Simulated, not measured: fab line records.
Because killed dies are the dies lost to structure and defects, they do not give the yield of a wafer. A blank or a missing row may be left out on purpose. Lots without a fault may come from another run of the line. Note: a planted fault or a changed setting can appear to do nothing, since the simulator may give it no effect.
Code-filled problem report in 8D (eight disciplines) form + flow sky130 + the parts of the form that need people (team, actions taken, sign-off) are left out

1. THE ISSUE
A mean of 130.1 s is read at SKY_FIELD_ISO_ETCH_17 for run_length_s, taken on 1 wafer of 1 lot, against 126.2 s (standard deviation 0.41) on wafers free of any fault. That puts it +9.5 standard deviations away from the usual mean.
The step: etches Si in HBr/Cl2/O2, target depth 342 nm, time 97.7 s.
Earliest sighting: wafer L159.1 on rie_si-01 at day 5 06:12. The record has a number at this step for 15 wafers belonging to 5 lots. Rule for "out" (also "out of limits"): further than 4 standard deviations from the usual mean. All remaining wafers that have a number are taken as sound.

2. WHAT IT IS; WHAT IT IS NOT
| question                    | is               | is not                                                                     |
|-----------------------------|------------------|----------------------------------------------------------------------------|
| which readings at this step | run_length_s     | HBr_flow_sccm, drypump_motor_current_A, oes_product_au, throttle_valve_pct |
| which lots                  | L159             | L147, L149, L161, L164                                                     |
| which wafers of those lots  | L159.1           | L159.4, L159.6                                                             |
| read on which tools         | rie_si-01        | rie_si-02                                                                  |
| when                        | from day 5 06:12 | up to then (8 sound wafers); but 6 sound wafers of L161, L164 came after   |

3. THE SUSPECTS, EACH WITH WHAT RULES IT OUT
Counting: any tool at a process step up to the reading remains a suspect provided it ran every lot that is out. Sound lots after the first of them don't rule it out here, since some wafers of a struck lot are sound.
- rie_diel-04 at SKY_FIELD_ISO_ETCH_14 (etches BARC in N2/H2, stops on SiO2, time 45.9 s, target depth 60 nm): kept. It ran the lot that is out, L159 (day 5 06:00).
- rie_diel-04 at SKY_FIELD_ISO_ETCH_15 (etches the open film in CHF3/O2, stops on Si, target depth 180 nm, time 72 s): kept. It ran the lot that is out, L159 (day 5 06:02).
- plasma_asher-04 at SKY_FIELD_ISO_STRIP_16 (strips in O2/N2): kept. It ran the lot that is out, L159 (day 5 06:06).
- rie_si-01 at SKY_FIELD_ISO_ETCH_17 (etches Si in HBr/Cl2/O2, target depth 342 nm, time 97.7 s): kept. L159, the lot that is out, went through it at day 5 06:12; up to then, the latest sound lot through it was L149 at day 3 01:46. On those wafers its own readings are out: run_length_s.
- In rie_diel-04 at SKY_FIELD_ISO_ETCH_14, the wafers that are out were processed in chamber 3 and their sound lot-mates in chambers 0, 2.
- In rie_diel-04 at SKY_FIELD_ISO_ETCH_15, the wafers that are out were processed in chamber 3 and their sound lot-mates in chambers 0, 2.
- At SKY_FIELD_ISO_STRIP_16 on plasma_asher-04, chamber 1 took the sound wafers of the same lots and chamber 0 took the wafers that are out.
- In rie_si-01 at SKY_FIELD_ISO_ETCH_17, the wafers that are out were processed in chamber 0 and their sound lot-mates in chambers 1, 2.
Left after counting: rie_diel-04 at SKY_FIELD_ISO_ETCH_14, rie_diel-04 at SKY_FIELD_ISO_ETCH_15, plasma_asher-04 at SKY_FIELD_ISO_STRIP_16, rie_si-01 at SKY_FIELD_ISO_ETCH_17.

4. THE CAUSE (what the simulator had put in)
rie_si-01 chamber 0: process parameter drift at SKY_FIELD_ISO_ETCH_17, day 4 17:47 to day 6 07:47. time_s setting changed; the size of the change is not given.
This tool is one of the 4 suspects left after counting.

5. THE EFFECT CHAIN, in route order
Rows list readings where the struck wafers' mean (over those with a number) sits beyond 3 standard deviations from the usual. Readings are gone through only where the record gives a usual standard deviation; hours: the median, over the lots, of the time from a lot's start at the first step in this table giving one to that lot's start at this step; sigmas: the change measured in usual standard deviations.
| hours | step                  | reading      | usual   | on struck wafers | change | sigmas |
|-------|-----------------------|--------------|---------|------------------|--------|--------|
| 0     | SKY_FIELD_ISO_ETCH_17 | run_length_s | 126.2 s | 130.1            | +3.9   | +9.5   |
Here are the process steps it includes:
- SKY_FIELD_ISO_ETCH_17: etches Si in HBr/Cl2/O2, target depth 342 nm, time 97.7 s.

6. WHAT WOULD HAVE CAUGHT IT SOONER
In this record no reading fell out of limits until day 5 06:12, 12 hours after the fault had begun at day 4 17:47.
